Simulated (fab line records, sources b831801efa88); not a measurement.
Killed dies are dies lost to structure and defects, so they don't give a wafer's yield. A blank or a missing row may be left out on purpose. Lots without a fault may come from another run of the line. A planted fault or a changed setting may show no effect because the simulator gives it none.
Chamber matching | flow sky130 | SKY_VIA4_CMP_02 on cmp-02: 4 sister chambers
The step polishes SiO2. 18 wafers are shown with their chamber, then 9 later ones without.

WAFERS WITH THEIR CHAMBER
wafer  | chamber | motor_current_A (A)
L764.1 | 0       | 11.5
L764.5 | 1       | 11.8
L764.6 | 2       | 10.7
L766.2 | 2       | 11.0
L766.4 | 3       | 11.4
L766.6 | 1       | 11.6
L768.2 | 2       | 11.1
L768.3 | 0       | 11.6
L768.6 | 0       | 11.4
L770.1 | 0       | 10.9
L770.2 | 3       | 11.3
L770.5 | 2       | 10.2
L771.1 | 0       | 11.0
L771.2 | 1       | 11.9
L771.5 | 3       | 11.7
L775.1 | 3       | 11.8
L775.3 | 0       | 11.4
L775.5 | 3       | 12.2

SIGNATURES (means of the wafers above)
reading         | chamber 0 | chamber 1 | chamber 2 | chamber 3 | scatter within a chamber
motor_current_A | 11.300    | 11.767    | 10.750    | 11.680    | 0.321
Rule: a wafer's distance from a chamber is the root of the sum, over the readings, of the square of ((its reading less the chamber's mean) divided by the reading's scatter). The wafer belongs to the nearest chamber; if the next one is less than 2 further off, it can't be placed. The scatter: the root of (the sum of the squares of (reading less its chamber's mean) over the shown wafers, divided by (wafers less chambers)).

WAFERS WITHOUT THEIR CHAMBER
wafer  | motor_current_A (A)
L778.1 | 11.8
L778.4 | 11.7
L778.5 | 12.3
L781.1 | 11.1
L781.5 | 11.6
L781.6 | 10.5
L782.1 | 12.0
L782.3 | 11.3
L782.4 | 11.0

WHICH CHAMBER EACH WENT THROUGH
wafer  | from the rows above               | in truth
L778.1 | can't be placed: 1 or 3 or 0      | 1
L778.4 | can't be placed: 3 or 1 or 0      | 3
L778.5 | can't be placed: 1 or 3 or 0      | 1
L781.1 | can't be placed: 0 or 2 or 3 or 1 | 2
L781.5 | can't be placed: 3 or 1 or 0      | 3
L781.6 | can't be placed: 2 or 0           | 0
L782.1 | can't be placed: 1 or 3 or 0      | 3
L782.3 | can't be placed: 0 or 3 or 1 or 2 | 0
L782.4 | can't be placed: 2 or 0 or 3 or 1 | 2
Placed correctly: 0 of 9. Can't be placed from these rows: 9 (the true chamber is among the candidates in 9). Placed wrongly: 0.
